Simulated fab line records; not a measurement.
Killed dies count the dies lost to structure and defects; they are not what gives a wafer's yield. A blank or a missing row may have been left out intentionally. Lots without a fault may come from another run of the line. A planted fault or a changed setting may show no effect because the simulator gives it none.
Code-filled problem report in 8D (eight disciplines) form / flow sky130 / the parts of the form that need people (team, actions taken, sign-off) are left out

1. WHAT IS WRONG
SD_N_OVL at SKY_SD_N_OVL_MEAS_08 reads a mean of 228.2 nm on 12 wafers of 4 lots; wafers without a fault read 0.0 nm with a standard deviation of 1.4. That is +99 or more standard deviations from the usual mean.
Earliest sighting: wafer L601.1 on overlay-02 at day 30 12:43. Wafers with a number at this step in the record: 36, from 12 lots. The rule behind "out" and "out of limits": a value lying over 4 standard deviations away from the usual mean. The other wafers with a number count as sound.

2. WHAT IT IS, WHAT IT ISN'T
question=which readings at this step | is=SD_N_OVL | is not=-
question=which lots | is=L601, L602, L603, L604 | is not=L593, L599, L600, L606, L607, L608, L610, L616
question=which wafers of those lots | is=all that have a number | is not=-
question=read on which gauges | is=overlay-01, overlay-02 | is not=-
question=when | is=from day 30 12:43 | is not=up to then (9 sound wafers); but 15 sound wafers of L606, L607, L608, L610, L616 came after

3. SUSPECTS, AND WHAT RULES EACH OUT
Counting: any tool at a process step up to the reading is kept as a suspect provided that every lot that is out went through it and no sound lot did after the first of them.
- the gauge at SKY_SD_N_OVL_MEAS_08: ruled out. Those wafers that are out were read across 2 gauges (overlay-01, overlay-02).
- iline_stepper-02 at SKY_SD_N_EXPOSE_04 (exposes mask NSDM, target cd 380 nm): kept. It processed each lot that is out, first L601 at day 29 22:32, and no sound lot thereafter; up to then, the last sound lot it processed was L600 at day 29 14:37.
Left after counting: iline_stepper-02 at SKY_SD_N_EXPOSE_04.

4. THE CAUSE (what the simulator had put in)
Scanner matching overlay: iline_stepper-02, from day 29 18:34 on, at SKY_SD_N_EXPOSE_04. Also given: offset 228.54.
This tool alone remained once counting was done.

5. THE CHAIN OF EFFECTS, in route order
Each row: a reading where the mean over the struck wafers with a number is more than 3 standard deviations away from the usual. Only readings for which the record gives a usual standard deviation are gone through. hours: the time from each lot's start at the first step in this table that gives one to its start at this step, as a median over the lots. sigmas: the change in usual standard deviations.
hours=0; step=SKY_SD_N_OVL_MEAS_08; reading=SD_N_OVL; usual=0.0 nm; on struck wafers=228.2; change=+228.2; sigmas=+99 or more
hours=401; step=SKY_PAD_OPEN_PROBE_99; reading=killed_at_front_end; usual=15; on struck wafers=426; change=+411; sigmas=+91
hours=401; step=SKY_PAD_OPEN_PROBE_99; reading=killed_dies; usual=86; on struck wafers=492; change=+406; sigmas=+46
hours=401; step=SKY_PAD_OPEN_PROBE_99; reading=killed_on_rim; usual=17; on struck wafers=96; change=+79; sigmas=+21
Here are the process steps it includes:
- SKY_PAD_OPEN_PROBE_99
Later measuring or inspecting steps at which every struck wafer that the step has a row for has a number for every such reading, and none has moved that far: SKY_SD_N_RS_MEAS_18.

6. WHAT WOULD HAVE CAUGHT IT SOONER
Counted from the fault's start at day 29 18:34, it took 18 hours until the first out-of-limits reading at a measuring or inspecting step in this record, taken at day 30 12:43.
No tool reading at SKY_SD_N_EXPOSE_04 that has a usual standard deviation in the record was out on any struck wafer, so an alarm limit of 4 standard deviations on those readings would not have fired.
Lots out: 4; of these, L603, L604 started SKY_SD_N_EXPOSE_04 on iline_stepper-02 after day 30 12:43. A hold on the tool at that time would have spared those 2.
